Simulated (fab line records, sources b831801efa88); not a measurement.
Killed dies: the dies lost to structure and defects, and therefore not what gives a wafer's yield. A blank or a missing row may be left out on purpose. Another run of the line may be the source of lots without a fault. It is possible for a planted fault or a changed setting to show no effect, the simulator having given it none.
Matching of chambers / flow sky130 / 4 sister chambers for SKY_VIA4_CMP_21 on cmp-01
The step polishes, stops on SiO2, t overpolish 25 s, target thk 0 nm. 8 wafers are shown with their chamber, then 7 later ones without.

WAFERS PAIRED WITH THEIR CHAMBERS
wafer=L687.4; chamber=0; motor_current_A (A)=10.2; time_to_endpoint_s (s)=130
wafer=L689.1; chamber=1; motor_current_A (A)=11.2; time_to_endpoint_s (s)=127
wafer=L693.1; chamber=0; motor_current_A (A)=10.6; time_to_endpoint_s (s)=128
wafer=L693.5; chamber=1; motor_current_A (A)=11.2; time_to_endpoint_s (s)=121
wafer=L701.3; chamber=3; motor_current_A (A)=11.6; time_to_endpoint_s (s)=122
wafer=L701.6; chamber=3; motor_current_A (A)=12.0; time_to_endpoint_s (s)=126
wafer=L702.4; chamber=2; motor_current_A (A)=11.0; time_to_endpoint_s (s)=115
wafer=L702.5; chamber=2; motor_current_A (A)=10.9; time_to_endpoint_s (s)=120

WAFERS WITHOUT THEIR CHAMBER
wafer=L702.6; motor_current_A (A)=11.7; time_to_endpoint_s (s)=121
wafer=L706.2; motor_current_A (A)=11.8; time_to_endpoint_s (s)=124
wafer=L706.3; motor_current_A (A)=10.0; time_to_endpoint_s (s)=126
wafer=L706.5; motor_current_A (A)=10.8; time_to_endpoint_s (s)=113
wafer=L708.1; motor_current_A (A)=9.8; time_to_endpoint_s (s)=128
wafer=L708.2; motor_current_A (A)=11.0; time_to_endpoint_s (s)=129
wafer=L708.5; motor_current_A (A)=11.1; time_to_endpoint_s (s)=123

CHAMBER TAKEN BY EACH
wafer=L702.6; from the rows above=can't be placed: 3 or 1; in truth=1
wafer=L706.2; from the rows above=3; in truth=3
wafer=L706.3; from the rows above=0; in truth=0
wafer=L706.5; from the rows above=2; in truth=2
wafer=L708.1; from the rows above=0; in truth=0
wafer=L708.2; from the rows above=can't be placed: 1 or 0 or 2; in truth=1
wafer=L708.5; from the rows above=can't be placed: 1 or 2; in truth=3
Correctly placed: 4 of 7. These rows do not allow placing 3 (true chamber among the candidates in 2). Wrongly placed: 0.
How it was worked out, from the rows above alone: a wafer's distance from a chamber is the root of the sum, over the readings, of the square of ((its reading less the chamber's mean) divided by the reading's scatter). If the next closest chamber is less than 2 further off than the closest, the wafer can't be placed; otherwise it belongs to the closest. For every chamber, the mean is computed from those of its wafers that are shown. The scatter is the square root of a quotient: the sum, over the shown wafers, of each reading's squared deviation from its chamber's mean, divided by wafers minus chambers.
